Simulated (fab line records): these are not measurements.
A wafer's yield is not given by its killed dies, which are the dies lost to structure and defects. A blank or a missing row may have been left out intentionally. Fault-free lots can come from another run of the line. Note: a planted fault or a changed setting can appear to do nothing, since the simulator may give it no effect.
What tool caused it? / flow sky130 / 14 lots with 42 wafers sampled at 5 steps, on a route of 708 steps

== WHAT EACH GAUGE READ, for each wafer ==
SKY_FIELD_ISO_THK_MEAS_23. Usual: FIELD_ISO_OXIDATION_01_THK gives 10.02 nm (standard deviation 0.24).
lot=L104; measured=day 2 08:59; on=film_metro-04; FIELD_ISO_OXIDATION_01_THK (nm)=10.27 10.15 10.19; flag=
lot=L105; measured=day 2 11:52; on=film_metro-03; FIELD_ISO_OXIDATION_01_THK (nm)=10.33 10.07 10.20; flag=
lot=L106; measured=day 2 21:52; on=film_metro-03; FIELD_ISO_OXIDATION_01_THK (nm)=9.80 10.06 10.15; flag=
lot=L107; measured=day 2 21:52; on=film_metro-01; FIELD_ISO_OXIDATION_01_THK (nm)=10.19 10.07 10.21; flag=
lot=L108; measured=day 3 05:37; on=film_metro-03; FIELD_ISO_OXIDATION_01_THK (nm)=9.90 9.85 9.86; flag=
lot=L109; measured=day 3 15:20; on=film_metro-01; FIELD_ISO_OXIDATION_01_THK (nm)=9.67 9.77 9.78; flag=
lot=L111; measured=day 3 22:05; on=film_metro-04; FIELD_ISO_OXIDATION_01_THK (nm)=10.10 10.03 9.83; flag=
lot=L110; measured=day 3 22:06; on=film_metro-03; FIELD_ISO_OXIDATION_01_THK (nm)=9.95 10.09 10.09; flag=
lot=L113; measured=day 4 09:24; on=film_metro-03; FIELD_ISO_OXIDATION_01_THK (nm)=9.90 9.85 9.94; flag=
lot=L116; measured=day 5 02:20; on=film_metro-01; FIELD_ISO_OXIDATION_01_THK (nm)=10.14 10.25 10.22; flag=
lot=L120; measured=day 6 01:51; on=film_metro-03; FIELD_ISO_OXIDATION_01_THK (nm)=9.48 9.44 9.35; flag=
lot=L122; measured=day 6 10:04; on=film_metro-01; FIELD_ISO_OXIDATION_01_THK (nm)=9.87 10.10 10.06; flag=
lot=L125; measured=day 7 01:49; on=film_metro-03; FIELD_ISO_OXIDATION_01_THK (nm)=10.56 10.42 10.56; flag=
lot=L127; measured=day 7 10:14; on=film_metro-04; FIELD_ISO_OXIDATION_01_THK (nm)=10.24 10.13 10.18; flag=

SKY_FIELD_ISO_THK_MEAS_25. Usual: FIELD_ISO_CVD_24_THK gives 598 nm (standard deviation 5.5).
lot=L104; measured=day 2 09:07; on=film_metro-03; FIELD_ISO_CVD_24_THK (nm)=598 602 598; flag=
lot=L105; measured=day 2 12:02; on=film_metro-01; FIELD_ISO_CVD_24_THK (nm)=602 603 605; flag=
lot=L106; measured=day 2 22:00; on=film_metro-03; FIELD_ISO_CVD_24_THK (nm)=588 593 590; flag=
lot=L107; measured=day 2 22:00; on=film_metro-01; FIELD_ISO_CVD_24_THK (nm)=600 597 601; flag=
lot=L108; measured=day 3 05:45; on=film_metro-03; FIELD_ISO_CVD_24_THK (nm)=593 602 592; flag=
lot=L109; measured=day 3 15:28; on=film_metro-04; FIELD_ISO_CVD_24_THK (nm)=590 590 588; flag=
lot=L111; measured=day 3 22:17; on=film_metro-04; FIELD_ISO_CVD_24_THK (nm)=598 598 600; flag=
lot=L110; measured=day 3 22:14; on=film_metro-01; FIELD_ISO_CVD_24_THK (nm)=601 600 596; flag=
lot=L113; measured=day 4 09:36; on=film_metro-01; FIELD_ISO_CVD_24_THK (nm)=592 595 594; flag=
lot=L116; measured=day 5 02:28; on=film_metro-01; FIELD_ISO_CVD_24_THK (nm)=599 591 588; flag=
lot=L120; measured=day 6 01:59; on=film_metro-01; FIELD_ISO_CVD_24_THK (nm)=604 595 595; flag=
lot=L122; measured=day 6 10:12; on=film_metro-04; FIELD_ISO_CVD_24_THK (nm)=595 593 593; flag=
lot=L125; measured=day 7 01:57; on=film_metro-03; FIELD_ISO_CVD_24_THK (nm)=602 594 598; flag=
lot=L127; measured=day 7 10:22; on=film_metro-04; FIELD_ISO_CVD_24_THK (nm)=596 594 597; flag=

SKY_VT_ADJUST_NCORE_CD_MEAS_07: the cd target is 380 nm. Usual: cd_nm 380 nm, standard deviation 3.
lot=L104; measured=day 8 07:44; on=cd_sem-01; cd_nm (nm)=378 377 378; flag=
lot=L105; measured=day 8 19:54; on=cd_sem-01; cd_nm (nm)=382 382 383; flag=
lot=L106; measured=day 9 02:08; on=cd_sem-01; cd_nm (nm)=380 381 379; flag=
lot=L107; measured=day 9 07:04; on=cd_sem-01; cd_nm (nm)=383 381 383; flag=
lot=L108; measured=day 9 21:25; on=cd_sem-01; cd_nm (nm)=376 374 377; flag=
lot=L109; measured=day 10 23:35; on=cd_sem-02; cd_nm (nm)=378 377 377; flag=
lot=L111; measured=day 11 02:41; on=cd_sem-01; cd_nm (nm)=379 379 378; flag=
lot=L110; measured=day 10 23:52; on=cd_sem-01; cd_nm (nm)=383 382 382; flag=
lot=L113; measured=day 12 03:25; on=cd_sem-01; cd_nm (nm)=377 377 380; flag=
lot=L116; measured=day 13 03:49; on=cd_sem-01; cd_nm (nm)=376 379 376; flag=
lot=L120; measured=day 13 20:23; on=cd_sem-01; cd_nm (nm)=376 373 375; flag=
lot=L122; measured=day 14 09:12; on=cd_sem-01; cd_nm (nm)=380 378 380; flag=
lot=L125; measured=day 15 02:26; on=cd_sem-01; cd_nm (nm)=378 380 381; flag=
lot=L127; measured=day 15 14:01; on=cd_sem-01; cd_nm (nm)=380 381 379; flag=

== TOOL THAT RAN EACH LOT (tool first, then ch and the chambers of the sampled wafers, then the start) ==
lot=L104; SKY_NWELL_COAT_05=litho_track-02 ch 0, day 4 03:40; SKY_NWELL_STRIP_14=plasma_asher-04 ch 0,1, day 4 12:10
lot=L105; SKY_NWELL_COAT_05=litho_track-04 ch 0, day 4 11:14; SKY_NWELL_STRIP_14=plasma_asher-01 ch 0,1, day 4 19:43
lot=L106; SKY_NWELL_COAT_05=litho_track-01 ch 0, day 4 17:14; SKY_NWELL_STRIP_14=plasma_asher-03 ch 0,1, day 5 02:41
lot=L107; SKY_NWELL_COAT_05=litho_track-01 ch 0, day 4 18:53; SKY_NWELL_STRIP_14=plasma_asher-03 ch 1, day 5 03:58
lot=L108; SKY_NWELL_COAT_05=litho_track-02 ch 0, day 5 09:46; SKY_NWELL_STRIP_14=plasma_asher-04 ch 1, day 5 18:26
lot=L109; SKY_NWELL_COAT_05=litho_track-02 ch 0, day 6 04:13; SKY_NWELL_STRIP_14=plasma_asher-04 ch 0,1, day 6 14:22
lot=L111; SKY_NWELL_COAT_05=litho_track-01 ch 0, day 6 04:59; SKY_NWELL_STRIP_14=plasma_asher-01 ch 0, day 6 15:04
lot=L110; SKY_NWELL_COAT_05=litho_track-01 ch 0, day 6 04:23; SKY_NWELL_STRIP_14=plasma_asher-01 ch 0,1, day 6 14:34
lot=L113; SKY_NWELL_COAT_05=litho_track-01 ch 0, day 6 23:47; SKY_NWELL_STRIP_14=plasma_asher-04 ch 0,1, day 7 10:58
lot=L116; SKY_NWELL_COAT_05=litho_track-04 ch 0, day 7 20:05; SKY_NWELL_STRIP_14=plasma_asher-01 ch 0,1, day 8 07:40
lot=L120; SKY_NWELL_COAT_05=litho_track-01 ch 0, day 8 10:29; SKY_NWELL_STRIP_14=plasma_asher-03 ch 0,1, day 8 22:07
lot=L122; SKY_NWELL_COAT_05=litho_track-02 ch 0, day 8 21:02; SKY_NWELL_STRIP_14=plasma_asher-03 ch 0,1, day 9 08:44
lot=L125; SKY_NWELL_COAT_05=litho_track-02 ch 0, day 9 11:02; SKY_NWELL_STRIP_14=plasma_asher-01 ch 0,1, day 9 22:31
lot=L127; SKY_NWELL_COAT_05=litho_track-04 ch 0, day 9 20:02; SKY_NWELL_STRIP_14=plasma_asher-01 ch 0,1, day 10 07:31
- SKY_NWELL_COAT_05: resist thk 3000 nm.
- SKY_NWELL_STRIP_14: strips in O2/N2.

== WHAT THE TOOLS THEMSELVES READ (means of the sampled wafers that have a number; where no wafer has one, the mark that the record gives instead) ==
SKY_NWELL_COAT_05. Usual: resist_line_temp_C 23.01 C, standard deviation 0.1.
lot=L104; tool=litho_track-02; resist_line_temp_C (C)=22.93; flag=
lot=L105; tool=litho_track-04; resist_line_temp_C (C)=23.05; flag=
lot=L106; tool=litho_track-01; resist_line_temp_C (C)=23.05; flag=
lot=L107; tool=litho_track-01; resist_line_temp_C (C)=23.05; flag=
lot=L108; tool=litho_track-02; resist_line_temp_C (C)=22.95; flag=
lot=L109; tool=litho_track-02; resist_line_temp_C (C)=22.90; flag=
lot=L111; tool=litho_track-01; resist_line_temp_C (C)=22.99; flag=
lot=L110; tool=litho_track-01; resist_line_temp_C (C)=23.11; flag=
lot=L113; tool=litho_track-01; resist_line_temp_C (C)=22.86; flag=
lot=L116; tool=litho_track-04; resist_line_temp_C (C)=23.11; flag=
lot=L120; tool=litho_track-01; resist_line_temp_C (C)=23.07; flag=
lot=L122; tool=litho_track-02; resist_line_temp_C (C)=23.05; flag=
lot=L125; tool=litho_track-02; resist_line_temp_C (C)=23.05; flag=
lot=L127; tool=litho_track-04; resist_line_temp_C (C)=22.99; flag=

SKY_NWELL_STRIP_14. Usual: chamber_pressure_mTorr 1500.3 mTorr, standard deviation 2.8; drypump_motor_current_A 5.5 A, standard deviation 0.43; n2_flow_sccm 300.1 sccm, standard deviation 0.95; o2_flow_sccm 2998 sccm, standard deviation 8.5; oes_product_au 0.723 a.u., standard deviation 0.0046; strip_time_to_endpoint_s 36.98 s, standard deviation 0.11.
lot=L104; tool=plasma_asher-04; chamber_pressure_mTorr (mTorr)=1500.1; drypump_motor_current_A (A)=5.4; n2_flow_sccm (sccm)=299.7; o2_flow_sccm (sccm)=3004; oes_product_au (a.u.)=0.721; strip_time_to_endpoint_s (s)=36.87; flag=
lot=L105; tool=plasma_asher-01; chamber_pressure_mTorr (mTorr)=1500.2; drypump_motor_current_A (A)=5.2; n2_flow_sccm (sccm)=299.2; o2_flow_sccm (sccm)=3000; oes_product_au (a.u.)=0.722; strip_time_to_endpoint_s (s)=36.85; flag=
lot=L106; tool=plasma_asher-03; chamber_pressure_mTorr (mTorr)=1498.6; drypump_motor_current_A (A)=5.9; n2_flow_sccm (sccm)=300.3; o2_flow_sccm (sccm)=3000; oes_product_au (a.u.)=0.724; strip_time_to_endpoint_s (s)=36.89; flag=
lot=L107; tool=plasma_asher-03; chamber_pressure_mTorr (mTorr)=1501.2; drypump_motor_current_A (A)=6.2; n2_flow_sccm (sccm)=300.1; o2_flow_sccm (sccm)=2989; oes_product_au (a.u.)=0.724; strip_time_to_endpoint_s (s)=36.95; flag=
lot=L108; tool=plasma_asher-04; chamber_pressure_mTorr (mTorr)=1500.5; drypump_motor_current_A (A)=5.2; n2_flow_sccm (sccm)=300.5; o2_flow_sccm (sccm)=2994; oes_product_au (a.u.)=0.725; strip_time_to_endpoint_s (s)=37.08; flag=
lot=L109; tool=plasma_asher-04; chamber_pressure_mTorr (mTorr)=1499.6; drypump_motor_current_A (A)=5.4; n2_flow_sccm (sccm)=300.9; o2_flow_sccm (sccm)=2996; oes_product_au (a.u.)=0.726; strip_time_to_endpoint_s (s)=36.91; flag=
lot=L111; tool=plasma_asher-01; chamber_pressure_mTorr (mTorr)=1499.8; drypump_motor_current_A (A)=4.9; n2_flow_sccm (sccm)=300.3; o2_flow_sccm (sccm)=3009; oes_product_au (a.u.)=0.725; strip_time_to_endpoint_s (s)=37.02; flag=
lot=L110; tool=plasma_asher-01; chamber_pressure_mTorr (mTorr)=1500.7; drypump_motor_current_A (A)=5.4; n2_flow_sccm (sccm)=300.5; o2_flow_sccm (sccm)=2999; oes_product_au (a.u.)=0.718; strip_time_to_endpoint_s (s)=36.96; flag=
lot=L113; tool=plasma_asher-04; chamber_pressure_mTorr (mTorr)=1498.8; drypump_motor_current_A (A)=5.4; n2_flow_sccm (sccm)=300.0; o2_flow_sccm (sccm)=2999; oes_product_au (a.u.)=0.714; strip_time_to_endpoint_s (s)=22.98; flag=OFF
lot=L116; tool=plasma_asher-01; chamber_pressure_mTorr (mTorr)=1500.7; drypump_motor_current_A (A)=5.2; n2_flow_sccm (sccm)=299.8; o2_flow_sccm (sccm)=2999; oes_product_au (a.u.)=0.727; strip_time_to_endpoint_s (s)=37.10; flag=
lot=L120; tool=plasma_asher-03; chamber_pressure_mTorr (mTorr)=1500.1; drypump_motor_current_A (A)=5.5; n2_flow_sccm (sccm)=300.5; o2_flow_sccm (sccm)=3001; oes_product_au (a.u.)=0.718; strip_time_to_endpoint_s (s)=22.95; flag=OFF
lot=L122; tool=plasma_asher-03; chamber_pressure_mTorr (mTorr)=1498.8; drypump_motor_current_A (A)=5.6; n2_flow_sccm (sccm)=299.8; o2_flow_sccm (sccm)=2997; oes_product_au (a.u.)=0.720; strip_time_to_endpoint_s (s)=36.98; flag=
lot=L125; tool=plasma_asher-01; chamber_pressure_mTorr (mTorr)=1499.7; drypump_motor_current_A (A)=5.2; n2_flow_sccm (sccm)=300.0; o2_flow_sccm (sccm)=3004; oes_product_au (a.u.)=0.719; strip_time_to_endpoint_s (s)=36.75; flag=
lot=L127; tool=plasma_asher-01; chamber_pressure_mTorr (mTorr)=1499.0; drypump_motor_current_A (A)=5.2; n2_flow_sccm (sccm)=300.6; o2_flow_sccm (sccm)=2996; oes_product_au (a.u.)=0.723; strip_time_to_endpoint_s (s)=37.01; flag=

== THE ANSWER, worked out from the rows above alone ==
Rule: a lot counts as off when the mean over its wafers that have a number is more than 3 standard deviations away from the usual mean. A lot without any number at a reading at which 4 lots or more have one is off too. The other lots that the step has rows for count as sound. First the gauges in route order, then the tools' own readings, where a lot's mean is used as printed above. The first step at which some lot is off is used, and at that step the reading that is off furthest; a lot without a number counts as furthest.
Off, at SKY_NWELL_STRIP_14 on strip_time_to_endpoint_s: L113, L120.
A tool fits if, at that step or a process step before it, it ran every lot that is off, and no sound lot after the first of them. One candidate fits, namely litho_track-01 at SKY_NWELL_COAT_05. A fault onset in the window from L111 (day 6 04:59, its last sound lot) to L113 (day 6 23:47, its first lot off) fits.

== WHAT THE SIMULATOR HAD PUT IN ==
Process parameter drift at SKY_NWELL_COAT_05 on litho_track-01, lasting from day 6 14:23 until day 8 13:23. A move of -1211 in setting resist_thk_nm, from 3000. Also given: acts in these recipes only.
Shown lots that were struck: L113, L120. Same finding as the rule above.
